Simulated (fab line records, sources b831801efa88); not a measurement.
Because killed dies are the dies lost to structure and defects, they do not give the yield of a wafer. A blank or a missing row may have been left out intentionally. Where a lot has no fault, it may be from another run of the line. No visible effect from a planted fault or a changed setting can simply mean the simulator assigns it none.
Struck lot and sound lot, side by side :: flow sky130 :: 20 out of 708 route steps
Sound: wafers L419.1, L419.2, L419.5. Wafers struck: L423.3, L423.4, L423.5. At the end, the cause is stated.
For every step that has rows: the tool of each side, followed by ch and its chambers, followed by its first start. Under that, the readings that differ: sound wafers :: struck wafers :: difference of the means :: sigmas: that difference in standard deviations of wafers without a fault.
alike: same words and numbers on both sides, and readings whose means sit less than 2 such deviations apart. not compared: any withheld reading, any reading some wafer has no value for, any bound like >300 that may hide the same value, and any number with overlapping values for which the record gives no deviation.
Wherever a step has rows on one side only, a row that says differs or no value, or a row with sigmas, the two part there. When numbers do not overlap yet have no deviation, they are printed without sigmas and do not part them. Lack of a reading on every wafer of one side parts them only where that side has two or more wafers.

first, 3 steps without rows for these wafers: SKY_POLY_CUT_EXPOSE_05 (exposes mask NPCM, target cd 270 nm); SKY_POLY_CUT_PEB_06; SKY_POLY_CUT_DEVELOP_07 (develop time 60 s).
SKY_POLY_CUT_CD_MEAS_08: target cd 270 nm.
  sound on cdSem-01, day 26 17:49; struck on cdSem-02, day 28 20:48
  alike: cdNm
SKY_POLY_CUT_OVL_MEAS_09:
  sound on overlay-02, day 26 17:56; struck on overlay-02, day 28 20:53
  alike: POLY_CUT_OVL
SKY_POLY_CUT_ETCH_10: etches BARC in N2/H2, stops on SiO2, time 45.9 s, target depth 60 nm.
  sound on rieDiel-01 ch 2,3, day 26 17:58; struck on rieDiel-03 ch 0,1,2, day 28 20:55
  alike: drypumpMotorCurrentA, oesProductAu, throttleValvePct
  not compared: rfHoursCounterH
SKY_POLY_CUT_ETCH_11: etches Si3N4 in CF4/CH2F2/Ar, stops on poly-Si, time 42.5 s, target depth 60 nm.
  sound on rieDiel-01 ch 2,3, day 26 18:01; struck on rieDiel-03 ch 0,1,2, day 28 20:57
  alike: drypumpMotorCurrentA, oesProductAu, throttleValvePct
  not compared: rfHoursCounterH
SKY_POLY_CUT_STRIP_12: strips in O2/N2.
  sound on plasmaAsher-03 ch 0,1, day 26 18:03; struck on plasmaAsher-02 ch 0,1, day 28 21:02
reading: drypumpMotorCurrentA (A)
sound: 5.8 6.5 5.8
struck: 5.0 5.5 5.0
difference: -0.9
sigmas: -2
  alike: oesProductAu, stripTimeToEndpointS
  not compared: rfHoursCounterH
then, 4 steps without rows for these wafers: SKY_SD_P_DEHYDRATE_00 (time 60 s); SKY_SD_P_HMDS_01 (prime time 60 s); SKY_SD_P_COAT_02 (resist thk 1140 nm); SKY_SD_P_SOFTBAKE_03 (time 60 s).
SKY_SD_P_EXPOSE_04: exposes mask PSDM, target cd 380 nm.
  sound on ilineStepper-01 ch 0, day 27 09:18; struck on ilineStepper-02 ch 0, day 29 11:03
reading: mask
sound: PSDM#0 PSDM#0 PSDM#0
struck: NSDM#0 NSDM#0 NSDM#0
difference: differs
sigmas: 
  alike: exposureDoseMJCm2, focusOffsetNm
then, 2 steps without rows for these wafers: SKY_SD_P_PEB_05; SKY_SD_P_DEVELOP_06 (develop time 60 s).
SKY_SD_P_CD_MEAS_07: target cd 380 nm.
  sound on cdSem-01, day 27 23:02; struck on cdSem-02, day 30 01:33
reading: cdNm (nm)
sound: 385.5 382.9 383.5
struck: - - -
difference: no value on the struck wafers
sigmas: 
SKY_SD_P_OVL_MEAS_08:
  sound on overlay-01, day 27 23:09; struck on overlay-02, day 30 01:38
reading: SD_P_OVL (nm)
sound: -0.1 -0.2 -0.9
struck: - - -
difference: no value on the struck wafers
sigmas: 
then, 1 step without rows for these wafers: SKY_SD_P_IMPLANT_09.
SKY_SD_P_STRIP_10: strips in O2/N2.
  sound on plasmaAsher-01 ch 0,1, day 27 23:20; struck on plasmaAsher-03 ch 0,1, day 30 01:51
  alike: drypumpMotorCurrentA, oesProductAu, stripTimeToEndpointS
  not compared: rfHoursCounterH
SKY_SD_P_TW_MEAS_11:
  sound on filmMetro-03, day 27 23:26; struck on filmMetro-01, day 30 02:10
reading: SD_P_TW
sound: 2835 2831 2849
struck: 29 29 30
difference: -2809
sigmas: -99 or more
  not compared: hold

WHERE THEY PART
First at SKY_POLY_CUT_STRIP_12; last, within this record, at SKY_SD_P_TW_MEAS_11.

WHY: whatever the simulator had introduced
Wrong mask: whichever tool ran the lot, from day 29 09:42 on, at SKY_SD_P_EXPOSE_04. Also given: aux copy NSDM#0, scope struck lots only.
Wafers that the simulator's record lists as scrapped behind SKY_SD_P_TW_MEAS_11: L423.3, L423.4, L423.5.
